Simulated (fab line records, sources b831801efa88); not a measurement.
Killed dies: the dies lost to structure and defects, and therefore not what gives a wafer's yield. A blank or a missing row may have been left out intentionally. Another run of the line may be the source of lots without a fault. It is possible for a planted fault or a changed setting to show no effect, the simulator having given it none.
Split-lot study | flow sky130 | 23 wafers read across 5 lots, on a route 708 steps long

== THE SPLIT ITSELF ==
At SKY_VT_ADJUST_LVTN_IMPLANT_19, the setting dose cm2 was moved away from the recipe's 6.5e+11 on 6 of the 23 wafers read, by +5.7% to +7.2%. The other wafers ran this setting at the recipe's value.

== BETWEEN THE SPLIT AND THE READING: the file shows 1 step in between ==
- SKY_VT_ADJUST_LVTN_STRIP_20: strips in O2/N2

== THE READING ==
VT_ADJUST_LVTN_2_TW, at SKY_VT_ADJUST_LVTN_TW_MEAS_21. A value of 189.3 with a standard deviation of 0.95 is what fault-free wafers of this fab line usually give.

wafer  | tool, chamber at the split | dose cm2 as run | against the recipe | VT_ADJUST_LVTN_2_TW | against lot-mates on the recipe
L074.1 | implanter-03, 0            | 6.965e+11       | +7.2%              | 191.7               | +3.7
L074.3 | implanter-03, 0            | 6.965e+11       | +7.2%              | 191.3               | +3.3
L074.4 | implanter-03, 0            | 6.5e+11         | recipe             | 187.4               | -
L074.5 | implanter-03, 0            | 6.965e+11       | +7.2%              | 192.0               | +4.0
L074.6 | implanter-03, 0            | 6.5e+11         | recipe             | 188.6               | -
L080.1 | implanter-02, 0            | 6.872e+11       | +5.7%              | 192.0               | +4.0
L080.2 | implanter-02, 0            | 6.5e+11         | recipe             | 188.3               | -
L080.3 | implanter-02, 0            | 6.5e+11         | recipe             | 187.7               | -
L080.4 | implanter-02, 0            | 6.872e+11       | +5.7%              | 191.5               | +3.5
L080.5 | implanter-02, 0            | 6.872e+11       | +5.7%              | 192.2               | +4.2
L081.1 | implanter-02, 0            | 6.5e+11         | recipe             | 187.7               | -
L081.3 | implanter-02, 0            | 6.5e+11         | recipe             | 189.4               | -
L081.6 | implanter-02, 0            | 6.5e+11         | recipe             | 188.9               | -
L083.1 | implanter-02, 0            | 6.5e+11         | recipe             | 189.1               | -
L083.2 | implanter-02, 0            | 6.5e+11         | recipe             | 188.6               | -
L083.3 | implanter-02, 0            | 6.5e+11         | recipe             | 190.2               | -
L083.4 | implanter-02, 0            | 6.5e+11         | recipe             | 189.1               | -
L083.6 | implanter-02, 0            | 6.5e+11         | recipe             | 187.8               | -
L085.1 | implanter-03, 0            | 6.5e+11         | recipe             | 188.2               | -
L085.2 | implanter-03, 0            | 6.5e+11         | recipe             | 188.4               | -
L085.3 | implanter-03, 0            | 6.5e+11         | recipe             | 188.2               | -
L085.4 | implanter-03, 0            | 6.5e+11         | recipe             | 188.8               | -
L085.5 | implanter-03, 0            | 6.5e+11         | recipe             | 188.6               | -

FIT RESULTS
A straight line over all 23 wafers: VT_ADJUST_LVTN_2_TW changes by +0.494 for each +1% of dose cm2; r = +0.91; the points scatter about the line by 0.68.
The same after taking each lot's own level away (the mean of its wafers on the recipe; 23 wafers): +0.575 for each +1%; r = +0.94; scatter 0.62.
That fit puts the effect of the largest move of dose cm2 on the reading at 4.1.
The span of the lots' own levels, 188.00 to 188.96, comes to 1.0 times the standard deviation stated above.
So the lot-to-lot level changes the slope: the two fits differ.
Check: +4.25 against its lot-mates is what the line predicts for one of the wafers moved furthest among these (+7.2%) when that wafer is left out of the fit. It came out at +3.7 against them.

== OTHER SPLITS APPLIED TO THESE WAFERS ==
These wafers also went through other splits before the reading. Each is held against what the fit with the lots' levels taken away leaves over:
other split on the same wafers             | wafers away from the commonest value | r with VT_ADJUST_LVTN_2_TW (lot level and that fit taken away)
SKY_FIELD_ISO_DEVELOP_12 dev temp c        | 6                                    | -0.07
SKY_FIELD_ISO_OXIDATION_22 temp c          | 10                                   | +0.31
SKY_FIELD_ISO_WET_ETCH_28 time s           | 18                                   | -0.31
SKY_NWELL_IMPLANT_11 energy kev            | 8                                    | +0.05
SKY_NWELL_COAT_18 resist thk nm            | 9                                    | -0.13
SKY_NWELL_IMPLANT_24 energy kev            | 7                                    | +0.26
SKY_VT_ADJUST_HVTP_COAT_02 resist thk nm   | 6                                    | +0.06
SKY_VT_ADJUST_HVTP_STRIP_10 pressure mtorr | 15                                   | +0.16

== FILE'S OWN FIT ==
VT_ADJUST_LVTN_2_TW changes by +0.575 for each +1% of dose cm2, r = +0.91.
